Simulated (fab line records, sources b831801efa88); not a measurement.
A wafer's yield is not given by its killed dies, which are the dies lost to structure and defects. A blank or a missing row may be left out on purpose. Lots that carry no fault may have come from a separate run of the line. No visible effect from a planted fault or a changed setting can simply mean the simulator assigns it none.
Matching of chambers    flow sfq line    SFQ_TRILAYER_I3_CMP_CMP_082 on cmp-02 has 4 sister chambers
The step polishes SiO2. 16 wafers are shown with their chamber, then 8 later ones without.

== WAFERS WITH THEIR CHAMBER ==
wafer   chamber  motor current A (A)  time to endpoint s (s)
L511.1  2        10.4                 207
L511.4  1        8.3                  221
L511.5  3        10.0                 211
L512.1  2        10.6                 220
L512.5  0        10.3                 218
L512.6  1        8.0                  226
L513.1  0        10.3                 216
L513.2  2        10.7                 216
L513.4  1        8.3                  239
L516.1  1        8.2                  231
L516.2  0        11.1                 214
L516.5  3        9.8                  222
L526.1  1        8.1                  218
L527.2  1        8.2                  222
L527.6  3        9.8                  221
L529.2  2        10.4                 218

SIGNATURES (means of the wafers above)
reading             chamber 0  chamber 1  chamber 2  chamber 3  scatter within a chamber
motor current A     10.567     8.183      10.525     9.867      0.222
time to endpoint s  216.00     226.17     215.25     218.00     6.32
Rule: a wafer's distance from a chamber is the root of the sum, over the readings, of the square of ((its reading less the chamber's mean) divided by the reading's scatter). The wafer belongs to the nearest chamber; if the next one is less than 2 further off, it can't be placed. The scatter: the root of (the sum of the squares of (reading less its chamber's mean) over the shown wafers, divided by (wafers less chambers)).

== WAFERS WITHOUT THEIR CHAMBER ==
wafer   motor current A (A)  time to endpoint s (s)
L529.5  10.0                 213
L529.6  8.1                  229
L532.1  10.5                 211
L532.5  10.0                 215
L532.6  10.7                 206
L533.1  10.4                 210
L533.5  7.8                  221
L533.6  10.7                 214

== CHAMBER TAKEN BY EACH ==
wafer   from the rows above           in truth
L529.5  can't be placed: 3 or 2 or 0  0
L529.6  1                             1
L532.1  can't be placed: 2 or 0       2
L532.5  can't be placed: 3 or 2 or 0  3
L532.6  can't be placed: 2 or 0       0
L533.1  can't be placed: 2 or 0 or 3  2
L533.5  1                             1
L533.6  can't be placed: 0 or 2       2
2 of 8 placed correctly. From these rows, 6 cannot be placed; in 6 the true chamber is one of the candidates. 0 placed wrongly.
